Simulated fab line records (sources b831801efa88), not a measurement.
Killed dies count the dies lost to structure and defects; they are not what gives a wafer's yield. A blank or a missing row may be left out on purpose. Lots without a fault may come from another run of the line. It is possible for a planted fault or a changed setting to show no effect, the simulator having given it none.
What tool caused it? + flow gf180mcu + Sampling: 24 lots, 72 wafers, 6 of 602 route steps

## WHAT THE GAUGES READ, wafer by wafer
GF_MVSD_TW_MEAS_11. Usual: MVSD_TW 1566, standard deviation 13.
| lot  | measured     | on           | MVSD_TW        | flag |
|------|--------------|--------------|----------------|------|
| L074 | day 4 14:20  | filmMetro-02 | 1566 1563 1559 |      |
| L075 | day 4 18:50  | filmMetro-02 | 1573 1575 1571 |      |
| L076 | day 5 02:02  | filmMetro-03 | 1562 1556 1556 |      |
| L077 | day 5 07:39  | filmMetro-03 | 1562 1565 1559 |      |
| L078 | day 5 14:17  | filmMetro-03 | 1552 1560 1560 |      |
| L079 | day 5 18:11  | filmMetro-02 | 1572 1565 1563 |      |
| L080 | day 6 01:05  | filmMetro-03 | 1551 1557 1560 |      |
| L081 | day 6 06:19  | filmMetro-02 | 1566 1565 1566 |      |
| L082 | day 6 14:14  | filmMetro-03 | 1553 1555 1556 |      |
| L083 | day 6 19:53  | filmMetro-03 | 1551 1558 1553 |      |
| L084 | day 6 22:14  | filmMetro-02 | 1563 1560 1566 |      |
| L085 | day 7 08:29  | filmMetro-04 | 1596 1594 1591 |      |
| L086 | day 7 11:39  | filmMetro-02 | 1583 1578 1576 |      |
| L087 | day 7 18:02  | filmMetro-03 | 1555 1555 1554 |      |
| L088 | day 8 03:42  | filmMetro-03 | 1549 1552 1555 |      |
| L089 | day 8 06:11  | filmMetro-03 | 1562 1557 1554 |      |
| L090 | day 8 11:22  | filmMetro-02 | 1570 1568 1572 |      |
| L091 | day 8 15:35  | filmMetro-03 | 1550 1555 1552 |      |
| L092 | day 9 01:09  | filmMetro-03 | 1552 1556 1561 |      |
| L093 | day 9 05:35  | filmMetro-02 | 1571 1574 1575 |      |
| L094 | day 9 09:08  | filmMetro-02 | 1561 1570 1563 |      |
| L095 | day 9 15:53  | filmMetro-04 | 1593 1588 1595 |      |
| L096 | day 9 21:32  | filmMetro-04 | 1593 1599 1591 |      |
| L097 | day 10 03:41 | filmMetro-02 | 1564 1573 1564 |      |

GF_VT_IMPLANT_OVL_MEAS_18. Usual: VT_IMPLANT_01_OVL -0.3 nm, standard deviation 1.4.
| lot  | measured     | on         | VT_IMPLANT_01_OVL (nm) | flag |
|------|--------------|------------|------------------------|------|
| L074 | day 6 12:17  | overlay-01 | -0.4 -0.7 1.4          |      |
| L075 | day 6 17:12  | overlay-02 | -2.8 -2.7 -2.7         |      |
| L076 | day 7 00:16  | overlay-02 | 0.3 -0.6 -0.3          |      |
| L077 | day 7 06:46  | overlay-01 | -0.6 -1.1 -1.3         |      |
| L078 | day 7 14:18  | overlay-02 | -1.9 0.3 0.1           |      |
| L079 | day 7 19:14  | overlay-02 | -1.1 0.9 -1.2          |      |
| L080 | day 8 02:16  | overlay-01 | 0.7 0.5 -2.0           |      |
| L081 | day 8 07:25  | overlay-02 | -1.4 -2.8 -2.8         |      |
| L082 | day 8 15:57  | overlay-02 | -0.9 -0.7 -1.7         |      |
| L083 | day 8 23:07  | overlay-01 | -0.7 -0.6 -0.6         |      |
| L084 | day 9 00:27  | overlay-01 | -0.7 0.2 -1.4          |      |
| L085 | day 9 12:15  | overlay-01 | -0.3 0.7 1.1           |      |
| L086 | day 9 15:46  | overlay-01 | 0.5 2.1 -0.8           |      |
| L087 | day 9 22:37  | overlay-01 | 0.4 -0.6 -1.0          |      |
| L088 | day 10 08:07 | overlay-02 | 0.8 1.2 1.5            |      |
| L089 | day 10 12:28 | overlay-02 | -0.6 0.8 -2.8          |      |
| L090 | day 10 16:34 | overlay-01 | 2.2 2.0 2.5            |      |
| L091 | day 10 23:12 | overlay-02 | 1.3 -2.1 -1.2          |      |
| L092 | day 11 09:06 | overlay-02 | 0.6 0.3 1.2            |      |
| L093 | day 11 13:28 | overlay-02 | 0.9 1.4 -1.0           |      |
| L094 | day 11 18:34 | overlay-02 | 2.2 -0.9 1.6           |      |
| L095 | day 12 01:26 | overlay-02 | -0.3 -1.5 -1.4         |      |
| L096 | day 12 07:28 | overlay-01 | -0.5 2.1 0.9           |      |
| L097 | day 12 13:34 | overlay-01 | 0.8 0.6 -0.8           |      |

GF_POLY_GATE_THK_MEAS_01. Usual: POLY_GATE_CVD_00_THK 200.1 nm, standard deviation 2.
| lot  | measured     | on           | POLY_GATE_CVD_00_THK (nm) | flag |
|------|--------------|--------------|---------------------------|------|
| L074 | day 8 22:51  | filmMetro-01 | 201.3 201.8 202.9         |      |
| L075 | day 9 04:28  | filmMetro-02 | 195.9 196.3 197.3         |      |
| L076 | day 9 11:04  | filmMetro-04 | 199.1 199.9 199.0         |      |
| L077 | day 9 16:49  | filmMetro-01 | 196.7 196.7 196.3         |      |
| L078 | day 10 00:37 | filmMetro-04 | 201.7 201.6 199.4         |      |
| L079 | day 10 07:47 | filmMetro-04 | 199.3 200.1 198.7         |      |
| L080 | day 10 13:24 | filmMetro-02 | 200.8 201.2 200.3         |      |
| L081 | day 10 19:20 | filmMetro-01 | 201.7 201.9 202.9         |      |
| L082 | day 11 05:24 | filmMetro-04 | 198.8 197.4 199.0         |      |
| L083 | day 11 12:38 | filmMetro-04 | 203.5 201.8 203.8         |      |
| L084 | day 11 14:13 | filmMetro-04 | 199.8 199.3 199.6         |      |
| L085 | day 12 03:53 | filmMetro-01 | 204.2 204.3 203.6         |      |
| L086 | day 12 07:44 | filmMetro-02 | 198.8 199.5 197.5         |      |
| L087 | day 12 14:08 | filmMetro-02 | 201.3 200.5 201.4         |      |
| L088 | day 12 22:46 | filmMetro-01 | 200.3 199.8 198.8         |      |
| L089 | day 13 07:20 | filmMetro-02 | 199.9 201.3 200.9         |      |
| L090 | day 13 11:07 | filmMetro-01 | 199.7 200.8 200.6         |      |
| L091 | day 13 18:32 | filmMetro-02 | 199.1 197.6 198.1         |      |
| L092 | day 14 04:34 | filmMetro-01 | 198.4 201.3 200.4         |      |
| L093 | day 14 08:44 | filmMetro-01 | 199.2 200.4 199.0         |      |
| L094 | day 14 14:21 | filmMetro-01 | 199.6 202.0 201.0         |      |
| L095 | day 14 20:44 | filmMetro-01 | 199.9 199.7 198.9         |      |
| L096 | day 15 05:58 | filmMetro-02 | 201.1 202.2 200.6         |      |
| L097 | day 15 11:47 | filmMetro-01 | 199.4 199.2 199.9         |      |

GF_M2_CD_MEAS_14: the cd target is 280 nm. Usual: 280.0 nm for cdNm, sd 1.2.
| lot  | measured     | on       | cdNm (nm)         | flag |
|------|--------------|----------|-------------------|------|
| L074 | day 20 04:53 | cdSem-01 | 278.9 277.7 277.9 |      |
| L075 | day 20 11:14 | cdSem-01 | 281.3 281.1 281.9 |      |
| L076 | day 20 21:45 | cdSem-01 | 280.6 281.0 280.3 |      |
| L077 | day 21 05:58 | cdSem-01 | 278.6 279.4 279.3 |      |
| L078 | day 21 12:36 | cdSem-01 | 279.5 279.8 280.0 |      |
| L079 | day 22 04:12 | cdSem-01 | 280.1 280.8 281.6 |      |
| L080 | day 22 08:01 | cdSem-01 | 280.5 279.7 279.9 |      |
| L081 | day 22 16:10 | cdSem-02 | 277.6 277.5 277.5 |      |
| L082 | day 23 03:39 | cdSem-01 | 279.9 280.8 281.4 |      |
| L083 | day 23 10:12 | cdSem-01 | 278.8 277.7 278.2 |      |
| L084 | day 23 13:51 | cdSem-01 | 279.7 280.1 280.1 |      |
| L085 | day 24 05:30 | cdSem-01 | 278.8 279.6 279.5 |      |
| L086 | day 24 12:44 | cdSem-02 | 278.5 277.8 278.0 |      |
| L087 | day 24 18:47 | cdSem-02 | 279.9 280.1 279.7 |      |
| L088 | day 25 02:52 | cdSem-01 | 280.6 280.8 280.2 |      |
| L089 | day 25 12:04 | cdSem-02 | 279.8 280.5 281.3 |      |
| L090 | day 25 17:26 | cdSem-02 | 281.8 282.0 281.8 |      |
| L091 | day 26 00:29 | cdSem-01 | 280.6 281.6 281.3 |      |
| L092 | day 26 09:21 | cdSem-01 | 281.9 281.4 282.0 |      |
| L093 | day 26 15:43 | cdSem-02 | 278.6 279.4 279.8 |      |
| L094 | day 26 19:03 | cdSem-01 | 280.5 281.0 279.9 |      |
| L095 | day 27 01:56 | cdSem-02 | 278.9 279.4 279.8 |      |
| L096 | day 27 09:30 | cdSem-02 | 280.2 280.0 280.4 |      |
| L097 | day 27 16:06 | cdSem-01 | 280.7 279.2 279.7 |      |

## WHICH TOOL RAN EACH LOT (tool, then ch and the chambers of the sampled wafers, then the start)
| lot  | GF_LVPWELL_STRIP_10                | GF_HV_LDD_RTA_52                |
|------|------------------------------------|---------------------------------|
| L074 | plasmaAsher-04 ch 0,1, day 3 23:26 | rtpAnneal-02 ch 0, day 13 02:57 |
| L075 | plasmaAsher-04 ch 0,1, day 4 03:51 | rtpAnneal-02 ch 0, day 13 07:07 |
| L076 | plasmaAsher-04 ch 0,1, day 4 10:44 | rtpAnneal-01 ch 0, day 13 15:46 |
| L077 | plasmaAsher-02 ch 0,1, day 4 17:03 | rtpAnneal-02 ch 0, day 14 00:28 |
| L078 | plasmaAsher-01 ch 0,1, day 4 22:54 | rtpAnneal-01 ch 0, day 14 05:51 |
| L079 | plasmaAsher-02 ch 0,1, day 5 02:54 | rtpAnneal-01 ch 0, day 14 16:23 |
| L080 | plasmaAsher-02 ch 0,1, day 5 09:24 | rtpAnneal-02 ch 0, day 14 23:10 |
| L081 | plasmaAsher-04 ch 0,1, day 5 15:00 | rtpAnneal-01 ch 0, day 15 04:52 |
| L082 | plasmaAsher-04 ch 0,1, day 5 21:51 | rtpAnneal-02 ch 0, day 15 15:37 |
| L083 | plasmaAsher-01 ch 0,1, day 6 03:30 | rtpAnneal-01 ch 0, day 15 23:58 |
| L084 | plasmaAsher-02 ch 0,1, day 6 05:58 | rtpAnneal-01 ch 0, day 16 03:20 |
| L085 | plasmaAsher-01 ch 0,1, day 6 15:52 | rtpAnneal-02 ch 0, day 16 20:15 |
| L086 | plasmaAsher-02 ch 0,1, day 6 19:13 | rtpAnneal-01 ch 0, day 17 01:05 |
| L087 | plasmaAsher-02 ch 0,1, day 7 00:57 | rtpAnneal-01 ch 0, day 17 08:09 |
| L088 | plasmaAsher-04 ch 1, day 7 10:48   | rtpAnneal-01 ch 0, day 17 16:38 |
| L089 | plasmaAsher-02 ch 0,1, day 7 12:29 | rtpAnneal-01 ch 0, day 18 02:55 |
| L090 | plasmaAsher-04 ch 0,1, day 7 17:47 | rtpAnneal-01 ch 0, day 18 09:47 |
| L091 | plasmaAsher-01 ch 0,1, day 7 22:21 | rtpAnneal-01 ch 0, day 18 15:54 |
| L092 | plasmaAsher-04 ch 0,1, day 8 06:55 | rtpAnneal-01 ch 0, day 19 03:12 |
| L093 | plasmaAsher-01 ch 0,1, day 8 12:05 | rtpAnneal-01 ch 0, day 19 10:16 |
| L094 | plasmaAsher-04 ch 0,1, day 8 15:08 | rtpAnneal-01 ch 0, day 19 14:37 |
| L095 | plasmaAsher-04 ch 0,1, day 8 21:47 | rtpAnneal-01 ch 0, day 19 22:33 |
| L096 | plasmaAsher-01 ch 0,1, day 9 03:25 | rtpAnneal-01 ch 0, day 20 06:07 |
| L097 | plasmaAsher-01 ch 0,1, day 9 08:41 | rtpAnneal-01 ch 0, day 20 16:01 |
- GF_LVPWELL_STRIP_10: strips in O2/N2.
- GF_HV_LDD_RTA_52: time 10 s.

## WHAT THE TOOLS THEMSELVES READ (means of the sampled wafers that have a number; where no wafer has one, the mark that the record gives instead)
GF_LVPWELL_STRIP_10. Usual: drypumpMotorCurrentA 5.7 A, standard deviation 0.43; heaterPowerW 335 W, standard deviation 45; n2FlowSccm 300.0 sccm, standard deviation 0.91; oesProductAu 0.723 a.u., standard deviation 0.0044; stripTimeToEndpointS 36.99 s, standard deviation 0.12.
| lot  | tool           | drypumpMotorCurrentA (A) | heaterPowerW (W) | n2FlowSccm (sccm) | oesProductAu (a.u.) | stripTimeToEndpointS (s) | flag |
|------|----------------|--------------------------|------------------|-------------------|---------------------|--------------------------|------|
| L074 | plasmaAsher-04 | 5.6                      | 359              | 300.1             | 0.726               | 37.12                    |      |
| L075 | plasmaAsher-04 | 5.5                      | 374              | 299.2             | 0.723               | 37.16                    |      |
| L076 | plasmaAsher-04 | 5.5                      | 380              | 300.0             | 0.722               | 36.92                    |      |
| L077 | plasmaAsher-02 | 6.4                      | 336              | 299.9             | 0.730               | 36.86                    |      |
| L078 | plasmaAsher-01 | 5.4                      | 280              | 299.5             | 0.724               | 36.90                    |      |
| L079 | plasmaAsher-02 | 6.2                      | 303              | 299.9             | 0.725               | 36.98                    |      |
| L080 | plasmaAsher-02 | 6.2                      | 307              | 299.3             | 0.720               | 36.83                    |      |
| L081 | plasmaAsher-04 | 5.6                      | 376              | 300.2             | 0.723               | 36.77                    |      |
| L082 | plasmaAsher-04 | 5.6                      | 368              | 300.7             | 0.724               | 37.20                    |      |
| L083 | plasmaAsher-01 | 5.4                      | 283              | 300.1             | 0.721               | 36.88                    |      |
| L084 | plasmaAsher-02 | 6.2                      | 336              | 300.1             | 0.718               | 37.03                    |      |
| L085 | plasmaAsher-01 | 5.3                      | 296              | 299.7             | 0.719               | 37.09                    |      |
| L086 | plasmaAsher-02 | 6.2                      | 335              | 298.6             | 0.720               | 37.07                    |      |
| L087 | plasmaAsher-02 | 6.2                      | 334              | 299.5             | 0.726               | 36.91                    |      |
| L088 | plasmaAsher-04 | 5.5                      | 386              | 300.5             | 0.720               | 37.08                    |      |
| L089 | plasmaAsher-02 | 6.4                      | 368              | 300.3             | 0.726               | 37.10                    |      |
| L090 | plasmaAsher-04 | 5.5                      | 365              | 299.8             | 0.722               | 36.98                    |      |
| L091 | plasmaAsher-01 | 5.4                      | 282              | 299.3             | 0.723               | 37.02                    |      |
| L092 | plasmaAsher-04 | 5.6                      | 355              | 299.4             | 0.723               | 37.05                    |      |
| L093 | plasmaAsher-01 | 5.4                      | 281              | 300.2             | 0.720               | 36.96                    |      |
| L094 | plasmaAsher-04 | 5.6                      | 371              | 299.9             | 0.720               | 36.97                    |      |
| L095 | plasmaAsher-04 | 5.6                      | 350              | 301.1             | 0.725               | 36.97                    |      |
| L096 | plasmaAsher-01 | 5.4                      | 279              | 299.4             | 0.723               | 37.01                    |      |
| L097 | plasmaAsher-01 | 5.4                      | 280              | 299.2             | 0.724               | 36.92                    |      |

GF_HV_LDD_RTA_52. Usual: lampPowerPct 32.8 %, standard deviation 1.8; wafer_temp_C_max 1006.1, standard deviation 1.1.
| lot  | tool         | lampPowerPct (%) | wafer_temp_C_max | flag |
|------|--------------|------------------|------------------|------|
| L074 | rtpAnneal-02 | 35.9             | 1005.2           |      |
| L075 | rtpAnneal-02 | 35.9             | 1005.3           |      |
| L076 | rtpAnneal-01 | 31.8             | 1007.3           |      |
| L077 | rtpAnneal-02 | 35.9             | 1004.7           |      |
| L078 | rtpAnneal-01 | 31.8             | 1005.5           |      |
| L079 | rtpAnneal-01 | 31.7             | 1006.2           |      |
| L080 | rtpAnneal-02 | 35.9             | 1005.2           |      |
| L081 | rtpAnneal-01 | 31.8             | 1006.6           |      |
| L082 | rtpAnneal-02 | 35.9             | 1006.0           |      |
| L083 | rtpAnneal-01 | 31.8             | 1007.4           |      |
| L084 | rtpAnneal-01 | 31.8             | 1006.2           |      |
| L085 | rtpAnneal-02 | 35.9             | 1004.9           |      |
| L086 | rtpAnneal-01 | 31.8             | 1006.2           |      |
| L087 | rtpAnneal-01 | 31.8             | 1005.8           |      |
| L088 | rtpAnneal-01 | 31.8             | 1006.3           |      |
| L089 | rtpAnneal-01 | 31.8             | 1006.0           |      |
| L090 | rtpAnneal-01 | 31.8             | 1006.9           |      |
| L091 | rtpAnneal-01 | 31.8             | 1007.4           |      |
| L092 | rtpAnneal-01 | 31.8             | 1005.6           |      |
| L093 | rtpAnneal-01 | 31.8             | 1006.7           |      |
| L094 | rtpAnneal-01 | 31.8             | 1007.1           |      |
| L095 | rtpAnneal-01 | 31.8             | 1006.5           |      |
| L096 | rtpAnneal-01 | 31.8             | 1005.9           |      |
| L097 | rtpAnneal-01 | 31.8             | 1006.2           |      |

## THE ANSWER, worked out from the rows above alone
Rule: lot off if the mean of its wafers having a number is beyond 3 standard deviations from the usual mean. A lot without any number at a reading at which 4 lots or more have one is off too. Where the step has rows for the other lots, those lots are counted as sound. Order of review: gauges by route order, followed by the tools' own readings, for which a lot's mean as printed above is used. At the first step where some lot is off, the reading lying furthest off is the one used; lots without a number count as furthest.
No lot is off at any reading shown: from this, nothing can be told.

## WHAT WAS PUT IN BY THE SIMULATOR
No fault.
